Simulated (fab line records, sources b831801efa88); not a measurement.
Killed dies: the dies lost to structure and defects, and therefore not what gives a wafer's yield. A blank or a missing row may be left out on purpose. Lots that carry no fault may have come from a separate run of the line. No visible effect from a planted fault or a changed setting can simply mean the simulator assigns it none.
fab line records | flow sky130
record lots=12 | wafers=36 | lastDay=50
route steps=708 shown FIELD_ISO@15 NWELL@34 PWDE@84 VT_ADJUST_HVTP@89 PAD_OPEN@708
lots untouched by any fault: they come from a run of this same line in which no faults occurred
startH: the number of hours between the record's first day and the start of the first shown wafer of the lot | waitH: hours since the lot's step before | " repeats the value in the row above | L1.1+2: a row that stands for several wafers | - no value, or no start was given | * or withheld: withheld | < > ~ a bound
route shown NAME@n: a module of which the file shows steps, and the number in the route of the first | usual: mean and standard deviation over wafers with no fault | same: alike in all rows | chamber/n: place in a boat | sites: the reading at each site | _std_site: the standard deviation of these | _edge_site: inner sites' mean taken away from outer sites' mean | radiusMm: for every site, how far away it sits from the centre of the wafer | mask NAME#n: copy n | behind: tool/chamber where the wafer was last shaped | hold: why the lot was held/for how many hours/how that ended | device: the transistor (n, p or np) that didn't switch | end of line: tests run on the same wafers once the route is complete | a step given without rows: its recipe and nothing more | killed: the dies lost at the first sort to structure and to defects; this is not the yield of the wafer | map: dies across one wafer; x = killed, . = not, _ = none there
set.NAME: the setting as run; set.NAME@STEP: as run at that earlier step | model.NAME: the simulator's own value behind a step, which no gauge read
route steps across a sampled set of lots; one table per step, one row per wafer
services: the hour from which a tool's chamber was out of use, counted from the record's first day as startH (under 0 if before that day), plus the number of hours and why
## steps
# step SKY_FIELD_ISO_ETCH_14
# recipe chemistry=N2/H2 | target=BARC | ionEnergyEv=200 | sourceW=500 | biasW=100 | pressureMtorr=30 | n2FlowSccm=100 | h2FlowSccm=200 | stopOn=SiO2 | timeS=45.9 | targetDepthA=600
# usual drypumpMotorCurrentA=5.8/0.49 | oesProductAu=0.855/0.0051 | throttleValvePct=13.223/0.0093
lot.wafer | tool       | chamber | startH | waitH | drypumpMotorCurrentA | oesProductAu | rfHoursCounterH | throttleValvePct
L798.2    | rieDiel-01 | 3       | 27.64  | 0.1   | 5.3                  | 0.854        | 69              | 13.226
L798.3    | "          | 0       | "      | "     | 5.4                  | 0.851        | 154             | 13.226
L798.4    | "          | 2       | "      | "     | 5.9                  | 0.851        | 176             | 13.215
L799.1    | rieDiel-03 | 1       | 34.39  | 0.1   | 5.6                  | 0.853        | 47              | 13.224
L799.5    | "          | 0       | "      | "     | 6.5                  | 0.857        | -               | 13.221
L799.6    | "          | 3       | "      | "     | 6.6                  | 0.850        | -               | 13.212
L800.1    | rieDiel-04 | 0       | 37.81  | 0.1   | 5.0                  | 0.857        | 79              | 13.226
L800.3    | "          | 2       | "      | "     | 6.4                  | 0.848        | 122             | 13.206
L800.5    | "          | 1       | "      | "     | 6.3                  | 0.851        | -               | 13.225
L801.2    | rieDiel-03 | 3       | 44.81  | 0.1   | 6.6                  | 0.858        | 41              | 13.202
L801.4    | "          | 0       | "      | "     | 6.5                  | 0.865        | 151             | 13.207
L801.5    | "          | 1       | "      | "     | 5.6                  | 0.855        | -               | 13.224
L803.3    | rieDiel-04 | 1       | 56.54  | 0.1   | 6.3                  | 0.853        | 124             | 13.217
L803.4    | "          | 0       | "      | "     | 5.0                  | 0.862        | 79              | 13.240
L803.5    | "          | 0       | "      | "     | 5.0                  | 0.854        | -               | 13.228
L804.3    | rieDiel-01 | 0       | 64.82  | 0.1   | 5.4                  | 0.860        | 155             | 13.229
L804.5    | "          | 2       | "      | "     | 5.9                  | 0.861        | -               | 13.242
L804.6    | "          | 3       | "      | "     | 5.2                  | 0.862        | -               | 13.235
L808.1    | rieDiel-01 | 0       | 80.19  | 0.1   | 5.4                  | 0.865        | 155             | 13.227
L808.2    | "          | 3       | "      | "     | 5.2                  | 0.852        | 71              | 13.213
L808.6    | "          | 0       | "      | "     | 5.4                  | 0.849        | -               | 13.222
L809.2    | rieDiel-03 | 3       | 85.30  | 0.1   | 6.6                  | 0.852        | 41              | 13.235
L809.3    | "          | 0       | "      | "     | 6.5                  | 0.851        | 152             | 13.234
L809.4    | "          | 2       | "      | "     | 5.6                  | 0.858        | 4               | 13.234
L810.1    | rieDiel-04 | 3       | 90.50  | 0.1   | 6.1                  | 0.856        | 101             | 13.215
L810.5    | "          | 2       | "      | "     | 6.4                  | 0.860        | -               | 13.229
L810.6    | "          | 3       | "      | "     | 6.1                  | 0.864        | -               | 13.223
L818.2    | rieDiel-03 | 2       | 134.50 | 0.1   | 5.5                  | 0.862        | 5               | 13.206
L818.5    | "          | 3       | "      | "     | 6.6                  | 0.855        | -               | 13.221
L818.6    | "          | 2       | "      | "     | 5.6                  | 0.852        | -               | 13.214
L819.2    | rieDiel-04 | 0       | 138.29 | 0.1   | 5.0                  | 0.859        | 81              | 13.214
L819.3    | "          | 2       | "      | "     | 6.4                  | 0.854        | 123             | 13.219
L819.4    | "          | 3       | "      | "     | 6.1                  | 0.860        | 101             | 13.214
L821.1    | rieDiel-03 | 2       | 148.56 | 0.1   | 5.6                  | 0.849        | 5               | 13.215
L821.3    | "          | 1       | "      | "     | 5.6                  | 0.849        | 48              | 13.223
L821.5    | "          | 1       | "      | "     | 5.6                  | 0.851        | -               | 13.220
# step SKY_NWELL_THK_MEAS_02
# recipe reads=SiO2_of_NWELL_OXIDATION_01
# usual NWELL_OXIDATION_THK=10.08/0.17
lot.wafer | tool         | chamber | startH | waitH | NWELL_OXIDATION_THK[nm]
L798.2    | filmMetro-04 | -       | 35.99  | 0.0   | 9.90
L798.3    | "            | -       | "      | "     | 9.98
L798.4    | "            | -       | "      | "     | 9.99
L799.1    | filmMetro-02 | -       | 40.60  | 0.0   | 9.86
L799.5    | "            | -       | "      | "     | 10.10
L799.6    | "            | -       | "      | "     | 10.01
L800.1    | filmMetro-01 | -       | 47.94  | 0.0   | 10.20
L800.3    | "            | -       | "      | "     | 10.26
L800.5    | "            | -       | "      | "     | 10.32
L801.2    | filmMetro-04 | -       | 50.56  | 0.0   | 9.84
L801.4    | "            | -       | "      | "     | 9.93
L801.5    | "            | -       | "      | "     | 10.02
L803.3    | filmMetro-04 | -       | 63.51  | 0.0   | 10.10
L803.4    | "            | -       | "      | "     | 9.92
L803.5    | "            | -       | "      | "     | 10.03
L804.3    | filmMetro-02 | -       | 72.57  | 0.0   | 9.98
L804.5    | "            | -       | "      | "     | 10.21
L804.6    | "            | -       | "      | "     | 10.13
L808.1    | filmMetro-04 | -       | 89.04  | 0.0   | 9.98
L808.2    | "            | -       | "      | "     | 10.19
L808.6    | "            | -       | "      | "     | 10.15
L809.2    | filmMetro-04 | -       | 93.45  | 0.0   | 9.89
L809.3    | "            | -       | "      | "     | 10.14
L809.4    | "            | -       | "      | "     | 10.01
L810.1    | filmMetro-04 | -       | 97.68  | 0.0   | 10.04
L810.5    | "            | -       | "      | "     | 10.06
L810.6    | "            | -       | "      | "     | 9.91
L818.2    | filmMetro-02 | -       | 142.08 | 0.0   | 10.30
L818.5    | "            | -       | "      | "     | 10.24
L818.6    | "            | -       | "      | "     | 10.25
L819.2    | filmMetro-02 | -       | 146.51 | 0.0   | 9.62
L819.3    | "            | -       | "      | "     | 9.65
L819.4    | "            | -       | "      | "     | 9.81
L821.1    | filmMetro-04 | -       | 158.03 | 0.0   | 9.90
L821.3    | "            | -       | "      | "     | 9.93
L821.5    | "            | -       | "      | "     | 9.90
# step SKY_NWELL_RS_MEAS_31
# recipe thkMeasGauge=four-point-probe
# usual PWDE_RS=5179/17
lot.wafer | tool         | chamber | startH | waitH | PWDE_RS[ohm/sq]
L798.2    | filmMetro-04 | -       | 101.79 | 0.1   | 5186
L798.3    | "            | -       | "      | "     | 5187
L798.4    | "            | -       | "      | "     | 5172
L799.1    | filmMetro-01 | -       | 109.27 | 0.1   | 5166
L799.5    | "            | -       | "      | "     | 5169
L799.6    | "            | -       | "      | "     | 5156
L800.1    | filmMetro-04 | -       | 117.10 | 0.1   | 5206
L800.3    | "            | -       | "      | "     | 5205
L800.5    | "            | -       | "      | "     | 5189
L801.2    | filmMetro-01 | -       | 120.04 | 0.1   | 5152
L801.4    | "            | -       | "      | "     | 5145
L801.5    | "            | -       | "      | "     | 5159
L803.3    | filmMetro-04 | -       | 134.71 | 0.1   | 5184
L803.4    | "            | -       | "      | "     | 5173
L803.5    | "            | -       | "      | "     | 5156
L804.3    | filmMetro-01 | -       | 146.71 | 0.1   | 5177
L804.5    | "            | -       | "      | "     | 5158
L804.6    | "            | -       | "      | "     | 5175
L808.1    | filmMetro-04 | -       | 166.01 | 0.1   | 5152
L808.2    | "            | -       | "      | "     | 5186
L808.6    | "            | -       | "      | "     | 5152
L809.2    | filmMetro-04 | -       | 171.52 | 0.1   | 5160
L809.3    | "            | -       | "      | "     | 5176
L809.4    | "            | -       | "      | "     | 5171
L810.1    | filmMetro-04 | -       | 175.25 | 0.1   | 5192
L810.5    | "            | -       | "      | "     | 5190
L810.6    | "            | -       | "      | "     | 5172
L818.2    | filmMetro-02 | -       | 231.97 | 0.1   | 5199
L818.5    | "            | -       | "      | "     | 5184
L818.6    | "            | -       | "      | "     | 5190
L819.2    | filmMetro-02 | -       | 233.74 | 0.1   | 5178
L819.3    | "            | -       | "      | "     | 5179
L819.4    | "            | -       | "      | "     | 5176
L821.1    | filmMetro-01 | -       | 253.85 | 0.1   | 5221
L821.3    | "            | -       | "      | "     | 5213
L821.5    | "            | -       | "      | "     | 5199
# step SKY_VT_ADJUST_HVTP_EXPOSE_04
# recipe maskId=HVTPM | na=0.6 | sourceShape=conventional | sigmaOuter=0.6 | polarization=unpolarized | targetCdNm=380 | doseMj=140
lot.wafer  | tool            | chamber | startH | waitH | mask
L798.2+3+4 | ilineStepper-02 | 0       | 110.99 | -     | HVTPM#0
L799.1+5+6 | ilineStepper-02 | 0       | 117.95 | -     | HVTPM#0
L800.1+3+5 | ilineStepper-02 | 0       | 126.54 | -     | HVTPM#0
L801.2+4+5 | ilineStepper-02 | 0       | 129.54 | -     | HVTPM#0
L803.3+4+5 | ilineStepper-02 | 0       | 144.86 | -     | HVTPM#0
L804.3+5+6 | ilineStepper-01 | 0       | 156.43 | -     | HVTPM#0
L808.1+2+6 | ilineStepper-02 | 0       | 175.72 | -     | NWM_COMPLEMENT#0
L809.2+3+4 | ilineStepper-01 | 0       | 182.13 | -     | HVTPM#0
L810.1+5+6 | ilineStepper-02 | 0       | 186.01 | -     | HVTPM#0
L818.2+5+6 | ilineStepper-02 | 0       | 242.13 | -     | HVTPM#0
L819.2+3+4 | ilineStepper-02 | 0       | 243.85 | -     | HVTPM#0
L821.1+3+5 | ilineStepper-01 | 0       | 264.68 | -     | HVTPM#0
# step SKY_VT_ADJUST_HVTP_CD_MEAS_07
# recipe targetCdNm=380
# usual cdNm=379.7/2.4
lot.wafer | tool     | chamber | startH | waitH | cdNm
L798.2    | cdSem-01 | -       | 120.50 | 0.1   | 375.2
L798.3    | "        | -       | "      | "     | 375.7
L798.4    | "        | -       | "      | "     | 376.0
L799.1    | cdSem-01 | -       | 127.12 | 0.1   | 377.6
L799.5    | "        | -       | "      | "     | 376.3
L799.6    | "        | -       | "      | "     | 379.3
L800.1    | cdSem-02 | -       | 135.92 | 0.1   | 378.6
L800.3    | "        | -       | "      | "     | 379.6
L800.5    | "        | -       | "      | "     | 378.6
L801.2    | cdSem-01 | -       | 138.49 | 0.1   | 376.5
L801.4    | "        | -       | "      | "     | 378.4
L801.5    | "        | -       | "      | "     | 379.7
L803.3    | cdSem-01 | -       | 153.92 | 0.1   | 379.4
L803.4    | "        | -       | "      | "     | 377.8
L803.5    | "        | -       | "      | "     | 379.3
L804.3    | cdSem-02 | -       | 166.56 | 0.1   | 382.6
L804.5    | "        | -       | "      | "     | 382.2
L804.6    | "        | -       | "      | "     | 382.0
L808.1    | cdSem-01 | -       | 186.59 | 0.1   | -
L808.2    | "        | -       | "      | "     | -
L808.6    | "        | -       | "      | "     | -
L809.2    | cdSem-01 | -       | 193.20 | 0.2   | 378.7
L809.3    | "        | -       | "      | "     | 376.4
L809.4    | "        | -       | "      | "     | 378.4
L810.1    | cdSem-01 | -       | 196.64 | 0.1   | 377.6
L810.5    | "        | -       | "      | "     | 376.7
L810.6    | "        | -       | "      | "     | 378.7
L818.2    | cdSem-01 | -       | 255.05 | 0.1   | 383.1
L818.5    | "        | -       | "      | "     | 382.0
L818.6    | "        | -       | "      | "     | 380.3
L819.2    | cdSem-02 | -       | 256.00 | 0.1   | 381.3
L819.3    | "        | -       | "      | "     | 381.6
L819.4    | "        | -       | "      | "     | 378.6
L821.1    | cdSem-01 | -       | 277.27 | 0.1   | 380.7
L821.3    | "        | -       | "      | "     | 383.8
L821.5    | "        | -       | "      | "     | 381.4
# step SKY_VT_ADJUST_HVTP_TW_MEAS_11
# usual VT_ADJUST_HVTP_TW=1355/14
lot.wafer | tool         | chamber | startH | waitH | VT_ADJUST_HVTP_TW
L798.2    | filmMetro-02 | -       | 120.90 | 0.1   | 1370
L798.3    | "            | -       | "      | "     | 1370
L798.4    | "            | -       | "      | "     | 1369
L799.1    | filmMetro-02 | -       | 127.52 | 0.1   | 1368
L799.5    | "            | -       | "      | "     | 1368
L799.6    | "            | -       | "      | "     | 1358
L800.1    | filmMetro-04 | -       | 136.32 | 0.1   | 1332
L800.3    | "            | -       | "      | "     | 1332
L800.5    | "            | -       | "      | "     | 1333
L801.2    | filmMetro-02 | -       | 138.88 | 0.1   | 1369
L801.4    | "            | -       | "      | "     | 1360
L801.5    | "            | -       | "      | "     | 1367
L803.3    | filmMetro-02 | -       | 154.31 | 0.1   | 1368
L803.4    | "            | -       | "      | "     | 1372
L803.5    | "            | -       | "      | "     | 1373
L804.3    | filmMetro-02 | -       | 166.94 | 0.1   | 1363
L804.5    | "            | -       | "      | "     | 1369
L804.6    | "            | -       | "      | "     | 1372
L808.1    | filmMetro-03 | -       | 186.99 | 0.1   | 30
L808.2    | "            | -       | "      | "     | 30
L808.6    | "            | -       | "      | "     | 30
L809.2    | filmMetro-03 | -       | 193.59 | 0.1   | 1362
L809.3    | "            | -       | "      | "     | 1353
L809.4    | "            | -       | "      | "     | 1352
L810.1    | filmMetro-02 | -       | 197.04 | 0.1   | 1373
L810.5    | "            | -       | "      | "     | 1374
L810.6    | "            | -       | "      | "     | 1369
L818.2    | filmMetro-03 | -       | 255.45 | 0.1   | 1359
L818.5    | "            | -       | "      | "     | 1357
L818.6    | "            | -       | "      | "     | 1360
L819.2    | filmMetro-02 | -       | 256.40 | 0.1   | 1359
L819.3    | "            | -       | "      | "     | 1366
L819.4    | "            | -       | "      | "     | 1364
L821.1    | filmMetro-03 | -       | 277.67 | 0.1   | 1367
L821.3    | "            | -       | "      | "     | 1369
L821.5    | "            | -       | "      | "     | 1365
# step SKY_PAD_OPEN_PROBE_99
# usual killed_at_M0_to_M3=43/6.3 | killed_at_M4_up=3.3/1.7 | killedAtContacts=24/5.4 | killedAtFrontEnd=16/4.6 | killedAtOther=0.4/0.7 | killedDies=87/9.4 | killedOnRim=17/3.9 | killedOpen=47/6.9 | killedShort=39/6.1
# same grossDies=492 | killedAtBackSide=0
lot.wafer | tool      | chamber | startH  | waitH | killed_at_M0_to_M3 | killed_at_M4_up | killedAtContacts | killedAtFrontEnd | killedAtOther | killedDies | killedOnRim | killedOpen | killedShort
L801.2    | prober-02 | -       | 1096.33 | 0.1   | 52                 | 7               | 20               | 12               | 2             | 93         | 20          | 59         | 34
L801.4    | prober-02 | -       | 1096.43 | 0.2   | 49                 | 4               | 28               | 21               | 1             | 103        | 21          | 52         | 50
L801.5    | prober-02 | -       | 1096.48 | 0.2   | 34                 | 1               | 27               | 14               | 0             | 76         | 13          | 38         | 35
L808.1    | prober-02 | -       | 1140.31 | 0.1   | 42                 | 1               | 22               | 426              | 1             | 492        | 96          | 49         | 40
L808.2    | prober-02 | -       | 1140.36 | 0.1   | 40                 | 2               | 28               | 420              | 2             | 492        | 96          | 56         | 37
L808.6    | prober-02 | -       | 1140.56 | 0.2   | 43                 | 4               | 28               | 415              | 2             | 492        | 96          | 44         | 43
L819.2    | prober-02 | -       | 1191.74 | 0.1   | 39                 | 8               | 28               | 15               | 0             | 90         | 12          | 50         | 40
L819.3    | prober-02 | -       | 1191.79 | 0.2   | 36                 | 4               | 31               | 6                | 1             | 78         | 13          | 42         | 36
L819.4    | prober-02 | -       | 1191.84 | 0.2   | 42                 | 3               | 26               | 17               | 1             | 89         | 21          | 53         | 36
# killed by level:class
L801.2 VIA1:geometricParticle:open=14 VIA3:geometricParticle:open=9 VIA2:geometricParticle:open=9 CONTACT:geometricParticle:open=7 METAL2:geometricParticle:short=7 FIELD_ISO:geometricParticle:open=6 LI_CONTACT:geometricParticle:open=6 METAL1:geometricParticle:short=6
L801.4 VIA1:geometricParticle:open=13 CONTACT:geometricParticle:open=9 VIA2:geometricParticle:open=9 METAL1:geometricParticle:short=6 VIA2:geometricParticle:short=6 LOCAL_INTERCONNECT:geometricParticle:short=5 CONTACT:geometricParticle:short=5 POLY_GATE:geometricParticle:short=4
L801.5 CONTACT:geometricParticle:open=8 VIA2:geometricParticle:open=8 LI_CONTACT:geometricParticle:open=7 POLY_GATE:geometricParticle:short=6 CONTACT:geometricParticle:short=6 VIA1:geometricParticle:open=6 METAL1:geometricParticle:short=4 VIA1:geometricParticle:short=4
L808.1 VT_ADJUST_HVTP:areaExpose=402 VIA1:geometricParticle:open=11 CONTACT:geometricParticle:open=8 POLY_GATE:geometricParticle:short=7 FIELD_ISO:geometricParticle:open=6 LI_CONTACT:geometricParticle:open=6 METAL1:geometricParticle:short=6 VIA2:geometricParticle:open=6
L808.2 VT_ADJUST_HVTP:areaExpose=398 VIA2:geometricParticle:open=11 LI_CONTACT:geometricParticle:open=10 VIA3:geometricParticle:open=9 CONTACT:geometricParticle:open=8 VIA1:geometricParticle:open=8 FIELD_ISO:geometricParticle:short=5 POLY_GATE:geometricParticle:short=5
L808.6 VT_ADJUST_HVTP:areaExpose=402 CONTACT:geometricParticle:open=11 LOCAL_INTERCONNECT:geometricParticle:short=7 LI_CONTACT:geometricParticle:open=7 VIA1:geometricParticle:short=7 VIA2:geometricParticle:open=7 VIA1:geometricParticle:open=6 FIELD_ISO:geometricParticle:open=5
L819.2 CONTACT:geometricParticle:open=12 CONTACT:geometricParticle:short=7 METAL1:geometricParticle:short=7 VIA1:geometricParticle:open=7 LI_CONTACT:geometricParticle:open=6 METAL2:geometricParticle:short=6 VIA3:geometricParticle:open=6 VIA1:geometricParticle:short=5
L819.3 CONTACT:geometricParticle:open=14 VIA1:geometricParticle:open=8 CONTACT:geometricParticle:short=7 METAL2:geometricParticle:short=7 LI_CONTACT:geometricParticle:open=7 VIA3:geometricParticle:open=5 METAL4:geometricParticle:short=4 FIELD_ISO:geometricParticle:open=3
L819.4 VIA3:geometricParticle:open=10 METAL2:geometricParticle:short=8 CONTACT:geometricParticle:open=8 LI_CONTACT:geometricParticle:open=7 FIELD_ISO:geometricParticle:open=5 VIA1:geometricParticle:open=5 VIA2:geometricParticle:open=5 LOCAL_INTERCONNECT:geometricParticle:short=4
## services
tool            | chamber | startH | hours | kind
rieDiel-01      | 1       | 16.36  | 3.6   | repair
rieDiel-03      | -       | 18.55  | 2.8   | pm
rieDiel-04      | 3       | 31.06  | 16.6  | repair
rieDiel-01      | 2       | 44.58  | -     | clean
rieDiel-01      | 2       | 44.58  | 19.1  | scheduledDown
rieDiel-01      | 2       | 44.58  | 19.1  | ventCycle
rieDiel-01      | 1       | 57.62  | 9.4   | repair
rieDiel-03      | 1       | 72.45  | 7.9   | repair
rieDiel-04      | 2       | 83.82  | 2.7   | repair
ilineStepper-01 | -       | 98.47  | 3.9   | repair
ilineStepper-01 | -       | 111.00 | 1.7   | pm
ilineStepper-01 | -       | 113.23 | 4.2   | repair
rieDiel-03      | 0       | 116.74 | 3.6   | repair
ilineStepper-02 | -       | 142.00 | 1.7   | pm
rieDiel-03      | 0       | 157.64 | -     | clean
rieDiel-03      | 0       | 157.64 | 22.6  | scheduledDown
rieDiel-03      | 0       | 157.64 | 22.6  | ventCycle
rieDiel-01      | 0       | 180.83 | 5.5   | repair
ilineStepper-01 | -       | 188.59 | 4.4   | repair
ilineStepper-02 | 0       | 201.23 | -     | calibration
rieDiel-03      | 1       | 203.49 | 9.2   | repair
rieDiel-04      | 0       | 203.53 | 8.8   | repair
rieDiel-01      | 0       | 215.81 | 3.3   | repair
rieDiel-03      | 0       | 237.11 | 6.9   | repair
## key
firstSign step=SKY_VT_ADJUST_HVTP_EXPOSE_04 | reading=mask | direction=changed
effect step=SKY_VT_ADJUST_HVTP_CD_MEAS_07 | reading=cdNm | direction=missing
effect step=SKY_VT_ADJUST_HVTP_TW_MEAS_11 | reading=VT_ADJUST_HVTP_TW | direction=down | sigmas=92 | usual=1355 | struck=30
effect step=SKY_PAD_OPEN_PROBE_99 | reading=killedAtFrontEnd | direction=up | sigmas=88 | usual=16 | struck=420
moreKillsBornAt SKY_VT_ADJUST_HVTP_EXPOSE_04@ilineStepper-02=1202
metAt SKY_VT_ADJUST_HVTP_EXPOSE_04
struckLots L808
testerLeftOut L808
notActingAt SKY_FIELD_ISO_ETCH_14,SKY_NWELL_THK_MEAS_02,SKY_NWELL_RS_MEAS_31
onsetBetween 144.86 175.72
fault kind=wrongMask | tool=any | chamber=- | onsetH=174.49 | steps=SKY_VT_ADJUST_HVTP_EXPOSE_04 | auxCopy=NWM_COMPLEMENT#0 | scope=struckLotsOnly
# testerLeftOut: of these lots the tester's yield and bins aren't shown, on N5 and GAA mostly nor the transistor test; their killed dies are dies lost to structure and defects alone, not to doping, threshold or leakage, so they don't give the yield
